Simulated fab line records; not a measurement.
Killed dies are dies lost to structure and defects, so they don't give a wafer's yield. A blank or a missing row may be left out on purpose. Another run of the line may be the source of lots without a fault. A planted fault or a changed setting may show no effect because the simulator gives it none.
Chamber matching :: flow sky130 :: SKY_METAL4_ETCH_17 on rie-diel-04: 4 sister chambers
The step etches SiO2 in C4F8/O2/Ar, stops on TiN, time 3.9 s, target depth 15 nm. 8 wafers are shown with their chamber, then 8 later ones without.

## WAFERS WITH THEIR CHAMBER
wafer: L085.6
chamber: 0
oes-product-au (a.u.): 0.767

wafer: L087.2
chamber: 0
oes-product-au (a.u.): 0.762

wafer: L087.3
chamber: 1
oes-product-au (a.u.): 0.761

wafer: L087.5
chamber: 1
oes-product-au (a.u.): 0.763

wafer: L092.1
chamber: 2
oes-product-au (a.u.): 0.759

wafer: L092.5
chamber: 2
oes-product-au (a.u.): 0.759

wafer: L092.6
chamber: 3
oes-product-au (a.u.): 0.751

wafer: L093.1
chamber: 3
oes-product-au (a.u.): 0.765

## WAFERS WITHOUT THEIR CHAMBER
wafer: L093.2
oes-product-au (a.u.): 0.750

wafer: L093.5
oes-product-au (a.u.): 0.761

wafer: L096.2
oes-product-au (a.u.): 0.758

wafer: L096.3
oes-product-au (a.u.): 0.745

wafer: L096.5
oes-product-au (a.u.): 0.762

wafer: L097.1
oes-product-au (a.u.): 0.755

wafer: L097.5
oes-product-au (a.u.): 0.756

wafer: L097.6
oes-product-au (a.u.): 0.772

## WHICH CHAMBER EACH ONE RAN IN
wafer: L093.2
from the rows above: can't be placed: 3 or 2 or 1 or 0
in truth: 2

wafer: L093.5
from the rows above: can't be placed: 1 or 2 or 3 or 0
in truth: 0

wafer: L096.2
from the rows above: can't be placed: 3 or 2 or 1 or 0
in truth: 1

wafer: L096.3
from the rows above: can't be placed: 3 or 2 or 1 or 0
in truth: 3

wafer: L096.5
from the rows above: can't be placed: 1 or 0 or 2 or 3
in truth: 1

wafer: L097.1
from the rows above: can't be placed: 3 or 2 or 1 or 0
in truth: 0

wafer: L097.5
from the rows above: can't be placed: 3 or 2 or 1 or 0
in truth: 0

wafer: L097.6
from the rows above: can't be placed: 0 or 1 or 2 or 3
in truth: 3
0 of 8 placed correctly. From these rows, 8 cannot be placed; in 8 the true chamber is one of the candidates. Number placed wrongly: 0.
How it was worked out, from the rows above alone: a wafer's distance from a chamber is the root of the sum, over the readings, of the square of ((its reading less the chamber's mean) divided by the reading's scatter). The wafer belongs to the nearest chamber; if the next one is less than 2 further off, it can't be placed. Each chamber's mean is taken over the wafers shown for it. The scatter is the square root of a quotient: the sum, over the shown wafers, of each reading's squared deviation from its chamber's mean, divided by wafers minus chambers.
